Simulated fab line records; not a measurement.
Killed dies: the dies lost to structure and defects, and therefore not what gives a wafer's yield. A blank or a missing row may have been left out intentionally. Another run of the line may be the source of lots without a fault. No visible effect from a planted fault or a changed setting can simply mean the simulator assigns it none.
fab line records	flow sfq-line
record lots=6	wafers=18	last-day=88
route steps=325 shown M7@285 I7@296 M8@311
lots untouched by any fault: they come from a run of this same line in which no faults occurred
start-h: the number of hours between the record's first day and the start of the first shown wafer of the lot	wait-h: hours from the lot's prior step to this one	" unchanged from the row above	L1.1+2: a single row standing in for several wafers	- value missing, or start not given	* or withheld: withheld	< > ~ a bound
route shown NAME@n: names a module that has steps shown in the file, with the first one's number in the route	usual: average and standard deviation across the fault-free wafers	same: alike in all rows	chamber/n: place in a boat	sites: the reading at each site	_std_site: their standard deviation	_edge_site: outer sites' mean less inner sites'	radius-mm: how far each site lies from the wafer's centre	mask NAME#n: copy n	behind: the last tool/chamber to shape the wafer	hold: why the lot went on hold/how many hours it stayed there/how the hold came to an end	device: transistor that didn't switch, given as n, p or np	end of line: tests of these same wafers at the route's end	where a step has no rows: the recipe by itself	killed: at the first sort, the dies lost to defects and structure; wafer yield is something else	map: dies across one wafer; x = killed, . = not, _ = none there
set.NAME: the setting that was run; set.NAME@STEP: the one run at that earlier step	model.NAME: the simulator's own value behind a step, which no gauge read
lots seen at some steps along the route; tables by step, rows by wafer
services: the hour from which a tool's chamber was out of use, counted from the record's first day as start-h (under 0 if before that day), plus the number of hours and why
## steps
# step SFQ_TRILAYER_M7_LITHO_COAT_182
# recipe resist=BARC	spin-rpm=3000	resist-thk-nm=62
# step SFQ_TRILAYER_M7_LITHO_COAT_177
# recipe resist=KrF	spin-rpm=3000	resist-thk-nm=600
# step SFQ_TRILAYER_M7_LITHO_SOFTBAKE_181
# recipe temp-c=withheld	time-s=withheld	resist=KrF
# step SFQ_TRILAYER_M7_LITHO_EXPOSE_178
# recipe mask-id=M7	na=0.6	source-shape=conventional	sigma-outer=0.65	target-cd-nm=500	dose-mj=14.4
# step SFQ_TRILAYER_M7_LITHO_PEB_180
# recipe peb-temp-c=115	peb-time-s=60	resist=KrF
# step SFQ_TRILAYER_M7_LITHO_DEVELOP_179
# recipe time-s=60	resist=KrF
# step SFQ_M7_OVL_MEAS_945
# usual M7_OVL=0/5.1
lot.wafer	tool	chamber	start-h	wait-h	M7_OVL[nm]
L757.4	overlay-02	-	1829.58	0.1	7
L757.5	"	-	"	"	6
L757.6	"	-	"	"	4
L760.3	overlay-01	-	1839.17	0.1	-10
L760.4	"	-	"	"	-2
L760.5	"	-	"	"	-7
L764.1	overlay-02	-	1851.22	0.1	8
L764.2	"	-	"	"	5
L764.5	"	-	"	"	4
L765.1	overlay-02	-	1855.53	0.1	4
L765.2	"	-	"	"	1
L765.3	"	-	"	"	3
L775.3	overlay-01	-	2075.52	0.1	3
L775.5	"	-	"	"	0
L775.6	"	-	"	"	5
L776.3	overlay-02	-	2100.72	0.1	4
L776.4	"	-	"	"	3
L776.6	"	-	"	"	-1
# step SFQ_TRILAYER_M7_BARC_OPEN_METAL_ETCH_229
# recipe mask-material=PR	chemistry=O2	target-depth-nm=125	target=BARC	icp-w=600	bias-w=80	pressure-mtorr=10	time-s=41.7
# usual drypump-motor-current-A=5.7/0.32	oes-product-au=0.685/0.0048	rf-fwd-power-W=593/3.1
# same time-s=41.7
lot.wafer	tool	chamber	start-h	wait-h	drypump-motor-current-A	oes-product-au	rf-fwd-power-W	rf-hours-counter-h
L757.4	rie-metal-02	0	1829.61	0.0	5.7	0.695	599	-
L757.5	"	1	"	"	5.4	0.682	595	-
L757.6	"	0	"	"	5.7	0.691	598	-
L760.3	rie-metal-02	0	1839.21	0.0	5.7	0.687	597	-
L760.4	"	1	"	"	5.4	0.682	591	-
L760.5	"	0	"	"	5.7	0.685	596	-
L764.1	rie-metal-01	1	1851.25	0.0	5.6	0.679	592	2
L764.2	"	0	"	"	5.6	0.681	594	52
L764.5	"	1	"	"	5.6	0.689	591	-
L765.1	rie-metal-02	0	1855.57	0.0	5.7	0.686	595	24
L765.2	"	1	"	"	5.4	0.688	591	75
L765.3	"	1	"	"	5.4	0.682	596	-
L775.3	rie-metal-03	0	2075.57	0.0	6.4	0.686	591	-
L775.5	"	1	"	"	6.0	0.683	595	-
L775.6	"	0	"	"	6.5	0.682	597	-
L776.3	rie-metal-01	0	2100.77	0.0	5.6	0.687	588	-
L776.4	"	1	"	"	5.6	0.682	593	-
L776.6	"	1	"	"	5.6	0.690	591	-
# step SFQ_TRILAYER_M7_ETCH_METAL_ETCH_180
# recipe target=Nb	stop-on=SiO2	mask-material=PR	chemistry=Cl2/Ar	target-depth-nm=240	icp-w=600	bias-w=80	pressure-mtorr=10	time-s=120
# usual drypump-motor-current-A=5.7/0.32	oes-product-au=0.896/0.0081	rf-fwd-power-W=596.6/2.1
# same time-s=120
lot.wafer	tool	chamber	start-h	wait-h	drypump-motor-current-A	oes-product-au	rf-fwd-power-W	rf-hours-counter-h
L757.4	rie-metal-02	0	1829.70	0.1	5.7	0.891	601.6	-
L757.5	"	1	"	"	5.4	0.902	595.4	-
L757.6	"	0	"	"	5.7	0.895	601.1	-
L760.3	rie-metal-02	0	1839.30	0.1	5.7	0.891	596.7	-
L760.4	"	1	"	"	5.4	0.895	599.1	-
L760.5	"	0	"	"	5.7	0.890	596.4	-
L764.1	rie-metal-01	1	1851.31	0.0	5.6	0.900	596.3	2
L764.2	"	0	"	"	5.6	0.903	596.8	52
L764.5	"	1	"	"	5.6	0.909	597.1	-
L765.1	rie-metal-02	0	1855.63	0.0	5.8	0.894	597.7	24
L765.2	"	1	"	"	5.4	0.902	595.4	75
L765.3	"	1	"	"	5.4	0.903	597.3	-
L775.3	rie-metal-03	0	2075.65	0.1	6.4	0.910	596.2	-
L775.5	"	1	"	"	6.0	0.900	597.1	-
L775.6	"	0	"	"	6.4	0.919	599.4	-
L776.3	rie-metal-01	0	2100.85	0.1	5.6	0.899	595.7	-
L776.4	"	1	"	"	5.6	0.895	598.9	-
L776.6	"	1	"	"	5.6	0.890	597.7	-
# step SFQ_TRILAYER_M7_STRIP_STRIP_181
# recipe gas=O2	power-w=200	platen-temp-c=40	overash-fraction=0.65	chemistry=O2	pressure-mtorr=50
# usual drypump-motor-current-A=5.7/0.32	oes-product-au=1.003/0.0088
lot.wafer	tool	chamber	start-h	wait-h	drypump-motor-current-A	oes-product-au	rf-hours-counter-h
L757.4	rie-metal-02	0	1829.98	0.2	5.7	1.005	-
L757.5	"	1	"	"	5.4	1.021	-
L757.6	"	0	"	"	5.7	1.013	-
L760.3	rie-metal-02	0	1839.58	0.2	5.7	0.997	-
L760.4	"	1	"	"	5.4	1.009	-
L760.5	"	0	"	"	5.7	1.007	-
L764.1	rie-metal-01	1	1851.44	0.1	5.6	1.005	2
L764.2	"	0	"	"	5.6	0.993	52
L764.5	"	1	"	"	5.6	0.993	-
L765.1	rie-metal-02	0	1855.75	0.1	5.7	1.000	24
L765.2	"	1	"	"	5.4	1.009	75
L765.3	"	1	"	"	5.4	1.030	-
L775.3	rie-metal-03	0	2075.93	0.2	6.4	0.996	-
L775.5	"	1	"	"	6.0	1.013	-
L775.6	"	0	"	"	6.5	0.991	-
L776.3	rie-metal-01	0	2101.13	0.2	5.6	0.995	-
L776.4	"	1	"	"	5.6	0.991	-
L776.6	"	1	"	"	5.6	0.997	-
# step SFQ_TRILAYER_M7_STRIP_SOLV_CLEAN_182
# recipe chemistry=NMP	temp-c=70	time-s=600
# step SFQ_TRILAYER_I7_DEP_PECVD_183
# recipe material=SiO2	temp-c=150	time-s=111.11	pressure-torr=2.4	rf-w=183.3	precursor=SiH4/N2O	target-thk-nm=500
# usual heater-power-w=78/14	rf-fwd-power-W=182.2/0.64	showerhead-vpp-V=824/32	throttle-valve-pct=24.2/0.95
# same time-s=111.11
lot.wafer	tool	chamber	start-h	wait-h	heater-power-w	rf-fwd-power-W	showerhead-vpp-V	throttle-valve-pct
L757.4	pecvd-01	1	1830.59	0.0	93	182.5	805	23.7
L757.5	"	0	"	"	96	182.2	883	25.2
L757.6	"	2	"	"	69	183.5	853	24.0
L760.3	pecvd-02	0	1840.19	0.0	68	183.5	801	22.4
L760.4	"	0	"	"	71	183.6	800	22.4
L760.5	"	1	"	"	59	180.4	808	24.8
L764.1	pecvd-02	2	1852.25	0.0	83	182.3	834	22.9
L764.2	"	0	"	"	74	182.4	799	22.5
L764.5	"	2	"	"	86	181.5	825	23.1
L765.1	pecvd-01	1	1856.53	0.0	83	182.4	819	23.8
L765.2	"	2	"	"	71	182.5	848	24.3
L765.3	"	0	"	"	97	181.6	874	25.4
L775.3	pecvd-01	0	2076.51	0.0	89	182.2	873	25.6
L775.5	"	1	"	"	94	181.7	813	24.0
L775.6	"	2	"	"	63	182.9	853	24.4
L776.3	pecvd-04	0	2101.71	0.0	78	181.6	821	24.2
L776.4	"	0	"	"	79	182.7	839	24.6
L776.6	"	1	"	"	99	181.8	744	25.5
# step SFQ_TRILAYER_I7_CMP_CMP_184
# recipe material=SiO2	down-force-psi=3	platen-rpm=60	pad-velocity-m-s=0.94248
# usual head-pressure-psi=3.000/0.007	motor-current-A=10.1/1	platen-rpm=60.01/0.04	slurry-flow-ml-min=150.1/0.46	time-to-endpoint-s=215/7.1
lot.wafer	tool	chamber	start-h	wait-h	head-pressure-psi	motor-current-A	platen-rpm	slurry-flow-ml-min	time-to-endpoint-s	model.SiO2_of_TRILAYER_I7_DEP_PECVD_183.thk-nm
L757.4	cmp-01	2	1847.35	16.7	2.990	10.3	60.02	149.5	218	199.4
L757.6	"	3	"	"	3.011	12.1	59.95	150.4	215	200.4
L757.5	"	0	"	"	3.000	11.3	59.97	149.0	214	200.1
L760.4	cmp-01	3	1855.85	15.6	3.003	11.8	60.01	150.1	214	200.5
L760.3	"	0	"	"	3.002	10.8	60.03	150.1	205	199.8
L760.5	"	2	1857.35	17.1	3.003	10.3	60.07	150.3	225	201.2
L764.2	cmp-01	2	1867.85	15.6	2.995	9.7	59.98	150.3	269	300.7
L764.1	"	3	"	"	3.017	11.8	60.01	149.7	276	304.2
L764.5	"	1	1869.35	17.0	3.002	8.3	59.99	150.0	210	200
L765.1	cmp-01	2	1869.85	13.3	3.000	10.3	59.98	150.2	267	299.5
L765.2	"	3	"	"	2.988	11.4	60.04	149.9	263	299.2
L765.3	"	1	1871.35	14.8	2.992	8.5	60.02	149.4	203	198.9
L775.3	cmp-02	0	2078.09	1.5	3.013	9.8	60.04	149.7	220	200.6
L775.5	"	1	"	"	3.015	10.5	60.00	149.2	218	200.1
L775.6	"	2	"	"	2.999	10.2	60.08	150.1	225	201
L776.3	cmp-02	1	2103.67	1.9	3.002	10.2	60.04	150.2	221	199
L776.4	"	3	2104.67	2.9	2.996	8.9	59.97	150.5	230	199.9
L776.6	"	1	2105.67	3.9	3.000	10.4	59.98	150.0	222	199.9
# step SFQ_I7_BOW_MEAS_946
# recipe mode=bow
# usual I7_BOW=9/8
lot.wafer	tool	chamber	start-h	wait-h	I7_BOW[um]
L757.4	film-metro-01	-	1848.91	1.1	15
L757.5	"	-	"	"	14
L757.6	"	-	"	"	19
L760.3	film-metro-01	-	1857.89	1.0	10
L760.4	"	-	"	"	29
L760.5	"	-	"	"	5
L764.1	film-metro-04	-	1869.85	1.0	9
L764.2	"	-	"	"	5
L764.5	"	-	"	"	1
L765.1	film-metro-03	-	1872.85	2.5	24
L765.2	"	-	"	"	13
L765.3	"	-	"	"	24
L775.3	film-metro-01	-	2079.63	1.0	2
L775.5	"	-	"	"	10
L775.6	"	-	"	"	7
L776.3	film-metro-03	-	2106.21	2.0	9
L776.4	"	-	"	"	19
L776.6	"	-	"	"	11
# step SFQ_TRILAYER_I7_METRO_MEASURE_185
# usual thk-nm=200.2/0.95
lot.wafer	tool	chamber	start-h	wait-h	thk-nm
L757.4	film-metro-01	-	1849.57	0.6	199.4
L757.5	"	-	"	"	200.1
L757.6	"	-	"	"	200.4
L760.3	film-metro-01	-	1858.37	0.5	199.9
L760.4	"	-	"	"	200.5
L760.5	"	-	"	"	201.4
L764.1	film-metro-04	-	1869.97	0.1	304.2
L764.2	"	-	"	"	300.6
L764.5	"	-	"	"	199.9
L765.1	film-metro-03	-	1872.97	0.1	299.4
L765.2	"	-	"	"	299.4
L765.3	"	-	"	"	198.8
L775.3	film-metro-01	-	2080.11	0.5	200.6
L775.5	"	-	"	"	200.2
L775.6	"	-	"	"	201.0
L776.3	film-metro-03	-	2106.69	0.5	198.9
L776.4	"	-	"	"	200.0
L776.6	"	-	"	"	199.9
# step SFQ_TRILAYER_I7_VIA_LITHO_COAT_192
# recipe resist=BARC	spin-rpm=3000	resist-thk-nm=62
# step SFQ_TRILAYER_I7_VIA_LITHO_COAT_187
# recipe resist=KrF	spin-rpm=3000	resist-thk-nm=650
# step SFQ_TRILAYER_I7_VIA_LITHO_SOFTBAKE_191
# recipe temp-c=withheld	time-s=withheld	resist=KrF
# step SFQ_TRILAYER_I7_VIA_LITHO_EXPOSE_188
# recipe mask-id=I7	na=0.6	source-shape=conventional	sigma-outer=0.65	target-cd-nm=1000	dose-mj=21.3
# step SFQ_TRILAYER_I7_VIA_LITHO_PEB_190
# recipe peb-temp-c=115	peb-time-s=60	resist=KrF
# step SFQ_TRILAYER_I7_VIA_LITHO_DEVELOP_189
# recipe time-s=60	resist=KrF
# step SFQ_I7_OVL_MEAS_947
# usual I7_OVL=-2/5.9
lot.wafer	tool	chamber	start-h	wait-h	I7_OVL[nm]
L757.4	overlay-02	-	1938.15	0.1	-4
L757.5	"	-	"	"	-1
L757.6	"	-	"	"	-1
L760.3	overlay-02	-	1949.75	0.1	-9
L760.4	"	-	"	"	-3
L760.5	"	-	"	"	-14
L764.1	overlay-02	-	1954.54	0.1	-3
L764.2	"	-	"	"	-17
L764.5	"	-	"	"	-6
L765.1	overlay-02	-	1955.74	0.1	7
L765.2	"	-	"	"	4
L765.3	"	-	"	"	-3
L775.3	overlay-01	-	2087.86	0.1	-11
L775.5	"	-	"	"	-6
L775.6	"	-	"	"	-11
L776.3	overlay-02	-	2109.87	0.1	-6
L776.4	"	-	"	"	-5
L776.6	"	-	"	"	-5
# step SFQ_TRILAYER_I7_VIA_BARC_OPEN_VIA_ETCH_260
# recipe mask-material=PR	chemistry=O2	target-depth-nm=125	target=BARC	source-w=500	bias-w=80	pressure-mtorr=30	time-s=41.7
# usual drypump-motor-current-A=5.7/0.47	oes-product-au=0.684/0.0048	rf-fwd-power-W=494.3/1.9
# same time-s=41.7
lot.wafer	tool	chamber	start-h	wait-h	drypump-motor-current-A	oes-product-au	rf-fwd-power-W	rf-hours-counter-h
L757.4	rie-diel-03	0	1938.17	0.0	6.3	0.675	494.4	5
L757.5	"	3	"	"	5.9	0.691	498.6	-
L757.6	"	0	"	"	6.3	0.688	494.1	-
L760.3	rie-diel-02	0	1949.77	0.0	5.8	0.680	491.0	12
L760.4	"	1	"	"	5.2	0.681	496.5	0
L760.5	"	3	"	"	5.7	0.675	492.1	-
L764.1	rie-diel-03	3	1954.57	0.0	5.9	0.682	496.0	17
L764.2	"	1	"	"	6.6	0.686	495.2	14
L764.5	"	2	"	"	5.3	0.691	492.2	-
L765.1	rie-diel-04	1	1955.77	0.0	5.3	0.687	492.0	1
L765.2	"	2	"	"	5.5	0.685	494.8	17
L765.3	"	0	"	"	5.3	0.687	492.4	1
L775.3	rie-diel-02	0	2087.88	0.0	5.9	0.686	494.5	14
L775.5	"	0	"	"	5.9	0.679	496.8	-
L775.6	"	1	"	"	5.2	0.673	495.6	-
L776.3	rie-diel-02	0	2109.90	0.0	5.8	0.684	495.0	14
L776.4	"	3	"	"	5.7	0.684	493.7	15
L776.6	"	1	"	"	5.2	0.681	497.2	-
# step SFQ_TRILAYER_I7_VIA_ETCH_VIA_ETCH_190
# recipe target=SiO2	stop-on=Nb	mask-material=PR	taper-deg=20	chemistry=CHF3	target-depth-nm=260	source-w=500	bias-w=80	pressure-mtorr=30	time-s=withheld
# usual drypump-motor-current-A=5.7/0.47	oes-product-au=0.854/0.0048	rf-fwd-power-W=497.6/1.7
lot.wafer	tool	chamber	start-h	wait-h	drypump-motor-current-A	oes-product-au	rf-fwd-power-W	model.etch.depth-nm	model.I7.feature-depth-nm
L757.4	rie-diel-03	0	1938.21	0.0	6.3	0.847	497.7	199.4	199.4
L757.5	"	3	"	"	5.9	0.847	498.0	200.1	200.1
L757.6	"	0	"	"	6.3	0.860	498.0	200.4	200.4
L760.3	rie-diel-02	0	1949.81	0.0	5.9	0.855	497.8	199.8	199.8
L760.4	"	1	"	"	5.2	0.854	499.0	200.5	200.5
L760.5	"	3	"	"	5.7	0.859	494.9	201.2	201.2
L764.1	rie-diel-03	3	1954.61	0.0	5.9	0.992	502.1	257.9	257.9
L764.2	"	1	"	"	6.6	0.979	495.1	254	254
L764.5	"	2	"	"	5.3	0.850	497.2	200	200
L765.1	rie-diel-04	1	1955.81	0.0	5.3	0.999	495.6	258.8	258.8
L765.2	"	2	"	"	5.5	0.996	496.9	254.8	254.8
L765.3	"	0	"	"	5.3	0.850	496.9	198.9	198.9
L775.3	rie-diel-02	0	2087.92	0.0	5.9	0.852	496.7	200.6	200.6
L775.5	"	0	"	"	5.9	0.855	497.4	200.1	200.1
L775.6	"	1	"	"	5.2	0.855	498.5	201	201
L776.3	rie-diel-02	0	2109.94	0.0	5.9	0.853	499.1	199	199
L776.4	"	3	"	"	5.7	0.854	500.1	199.9	199.9
L776.6	"	1	"	"	5.2	0.848	501.0	199.9	199.9
# step SFQ_TRILAYER_I7_VIA_STRIP_STRIP_191
# recipe gas=O2	power-w=200	platen-temp-c=40	overash-fraction=0.65	chemistry=O2	pressure-mtorr=50
# step SFQ_TRILAYER_I7_VIA_STRIP_SOLV_CLEAN_192
# recipe chemistry=NMP	temp-c=70	time-s=600
# step SFQ_TRILAYER_M8_LITHO_LOR_COAT_197
# recipe resist=lift-off	spin-rpm=3000
# step SFQ_TRILAYER_M8_LITHO_LOR_BAKE_198
# recipe resist=lift-off	temp-c=withheld	time-s=withheld
# step SFQ_TRILAYER_M8_LITHO_COAT_193
# recipe resist=KrF	spin-rpm=3000	resist-thk-nm=600
# step SFQ_TRILAYER_M8_LITHO_SOFTBAKE_199
# recipe temp-c=withheld	time-s=withheld	resist=KrF
# step SFQ_TRILAYER_M8_LITHO_EXPOSE_194
# recipe mask-id=M8	na=0.6	source-shape=conventional	sigma-outer=0.65	target-cd-nm=2000	dose-mj=14.4
# step SFQ_TRILAYER_M8_LITHO_PEB_196
# recipe peb-temp-c=115	peb-time-s=60	resist=KrF
# step SFQ_TRILAYER_M8_LITHO_DEVELOP_195
# recipe img-clear-s=15	time-s=55	resist=KrF
# step SFQ_M8_OVL_MEAS_948
# usual M8_OVL=-2/6.2
lot.wafer	tool	chamber	start-h	wait-h	M8_OVL[nm]
L757.4	overlay-02	-	2013.02	0.1	8
L757.5	"	-	"	"	-1
L757.6	"	-	"	"	2
L760.3	overlay-01	-	2019.00	0.1	3
L760.4	"	-	"	"	0
L760.5	"	-	"	"	-1
L764.1	overlay-02	-	2024.54	0.1	-9
L764.2	"	-	"	"	-9
L764.5	"	-	"	"	-10
L765.1	overlay-02	-	2025.74	0.1	1
L765.2	"	-	"	"	1
L765.3	"	-	"	"	0
L775.3	overlay-01	-	2093.98	0.1	-2
L775.5	"	-	"	"	-5
L775.6	"	-	"	"	-6
L776.3	overlay-01	-	2113.77	0.1	-4
L776.4	"	-	"	"	7
L776.6	"	-	"	"	4
# step SFQ_TRILAYER_M8_DEP_EVAP_197
# recipe material=Ti	angular-spread-deg=1	target-thk-nm=20	time-s=100	power-w=2000
# step SFQ_TRILAYER_M8_DEP_EVAP_198
# recipe material=Pt	angular-spread-deg=1	target-thk-nm=50	time-s=250	power-w=2000
# step SFQ_TRILAYER_M8_DEP_EVAP_196
# recipe material=Au	angular-spread-deg=1	target-thk-nm=180	time-s=900	power-w=2000
# step SFQ_M8_RS_MEAS_949
# recipe thk-meas-gauge=four-point-probe	reads=Au_of_TRILAYER_M8_DEP_EVAP_196+Pt_of_TRILAYER_M8_DEP_EVAP_198+Ti_of_TRILAYER_M8_DEP_EVAP_197
# usual M8_AU_RS=0.1530/0.0021
lot.wafer	tool	chamber	start-h	wait-h	M8_AU_RS[ohm/sq]
L757.4	film-metro-01	-	2013.84	0.3	0.1519
L757.5	"	-	"	"	0.1524
L757.6	"	-	"	"	0.1525
L760.3	film-metro-02	-	2019.81	0.3	0.1551
L760.4	"	-	"	"	0.1527
L760.5	"	-	"	"	0.1544
L764.1	film-metro-01	-	2025.32	0.3	0.1554
L764.2	"	-	"	"	0.1535
L764.5	"	-	"	"	0.1536
L765.1	film-metro-02	-	2026.52	0.3	0.1506
L765.2	"	-	"	"	0.1495
L765.3	"	-	"	"	0.1517
L775.3	film-metro-01	-	2094.79	0.3	0.1516
L775.5	"	-	"	"	0.1518
L775.6	"	-	"	"	0.1503
L776.3	film-metro-01	-	2114.58	0.3	0.1541
L776.4	"	-	"	"	0.1577
L776.6	"	-	"	"	0.1546
# step SFQ_M8_THK_MEAS_950
# recipe thk-meas-gauge=xrf	reads=Au_of_TRILAYER_M8_DEP_EVAP_196
# usual M8_AU_THK=180.2/2.5
lot.wafer	tool	chamber	start-h	wait-h	M8_AU_THK[nm]
L757.4	film-metro-01	-	2013.93	0.1	181.3
L757.5	"	-	"	"	180.0
L757.6	"	-	"	"	181.7
L760.3	film-metro-02	-	2019.91	0.1	178.9
L760.4	"	-	"	"	181.1
L760.5	"	-	"	"	179.0
L764.1	film-metro-01	-	2025.44	0.1	178.2
L764.2	"	-	"	"	178.7
L764.5	"	-	"	"	179.4
L765.1	film-metro-02	-	2026.64	0.1	184.1
L765.2	"	-	"	"	184.7
L765.3	"	-	"	"	181.7
L775.3	film-metro-01	-	2094.89	0.1	181.4
L775.5	"	-	"	"	181.0
L775.6	"	-	"	"	183.2
L776.3	film-metro-01	-	2114.68	0.1	179.4
L776.4	"	-	"	"	174.4
L776.6	"	-	"	"	177.9
# step SFQ_TRILAYER_M8_LIFTOFF_LIFTOFF_197
# recipe temp-c=80	time-s=600	chemistry=NMP
# step SFQ_M8_BOW_MEAS_951
# recipe mode=bow
# usual M8_BOW=9/7.9
lot.wafer	tool	chamber	start-h	wait-h	M8_BOW[um]	model.etest.i7.link-ohm
L757.4	film-metro-04	-	2014.19	0.1	17	1.05
L757.5	"	-	"	"	15	1.043
L757.6	"	-	"	"	20	1.043
L760.3	film-metro-04	-	2020.16	0.0	10	1.048
L760.4	"	-	"	"	30	1.055
L760.5	"	-	"	"	6	1.061
L764.1	film-metro-02	-	2025.67	0.0	10	1e+06
L764.2	"	-	"	"	7	1e+06
L764.5	"	-	"	"	2	1.036
L765.1	film-metro-04	-	2026.87	0.0	23	1e+06
L765.2	"	-	"	"	12	1e+06
L765.3	"	-	"	"	23	1.044
L775.3	film-metro-02	-	2095.16	0.0	1	1.024
L775.5	"	-	"	"	11	1.035
L775.6	"	-	"	"	8	1.019
L776.3	film-metro-02	-	2114.95	0.0	10	1.048
L776.4	"	-	"	"	17	1.05
L776.6	"	-	"	"	10	1.063
## services
tool	chamber	start-h	hours	kind
film-metro-01	-	1814.17	4.7	pm
pecvd-01	-	1815.93	5.5	pm
rie-diel-03	1	1819.85	5.8	repair
pecvd-01	0	1821.55	5.6	repair
rie-metal-01	-	1823.96	1.4	pm
rie-diel-03	3	1824.21	4.5	repair
film-metro-01	-	1853.17	0.9	pm
rie-diel-02	3	1856.98	5.4	repair
rie-diel-03	2	1865.03	2.1	repair
rie-diel-02	2	1880.11	9.7	repair
rie-diel-03	0	1882.75	1.6	repair
rie-metal-01	1	1884.81	6.7	repair
rie-diel-03	1	1889.05	3.6	repair
cmp-01	-	1937.73	4.0	pm
rie-metal-02	1	1943.80	9.8	repair
rie-diel-03	2	1949.21	1.2	repair
rie-diel-02	3	1957.31	6.3	repair
rie-diel-03	-	1990.35	14.6	pm
rie-diel-02	-	1997.01	5.2	repair
rie-diel-03	0	2015.11	3.4	repair
cmp-01	-	2044.76	5.7	pm
rie-diel-03	3	2059.41	4.1	repair
cmp-01	-	2064.38	1.6	repair
cmp-01	-	2094.46	1.0	repair
## key
first-sign step=SFQ_TRILAYER_I7_CMP_CMP_184	reading=time-to-endpoint-s	direction=up	sigmas=7.6	usual=*	struck=*
effect step=SFQ_TRILAYER_I7_METRO_MEASURE_185	reading=thk-nm	direction=up	sigmas=99+	usual=200.2	struck=300.9
effect step=SFQ_TRILAYER_I7_VIA_ETCH_VIA_ETCH_190	reading=oes-product-au	direction=up	sigmas=28	usual=0.854	struck=0.991
model-effect step=SFQ_TRILAYER_I7_CMP_CMP_184	value=SiO2_of_TRILAYER_I7_DEP_PECVD_183.thk-nm	without=199.8	struck=300.9
model-effect step=SFQ_TRILAYER_I7_VIA_ETCH_VIA_ETCH_190	value=etch.depth-nm	without=199.8	struck=256.4
model-effect step=SFQ_M8_BOW_MEAS_951	value=etest.i7.link-ohm	without=1.036	struck=1e+06
met-at SFQ_TRILAYER_I7_CMP_CMP_184
struck-wafers L764.1,L764.2,L765.1,L765.2
fault kind=process-parameter-drift	tool=cmp-01	chamber=-	onset-h=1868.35	steps=SFQ_TRILAYER_I7_CMP_CMP_184	channel=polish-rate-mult	offset=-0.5	shape=step	end-h=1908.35	scope=struck-wafers-only
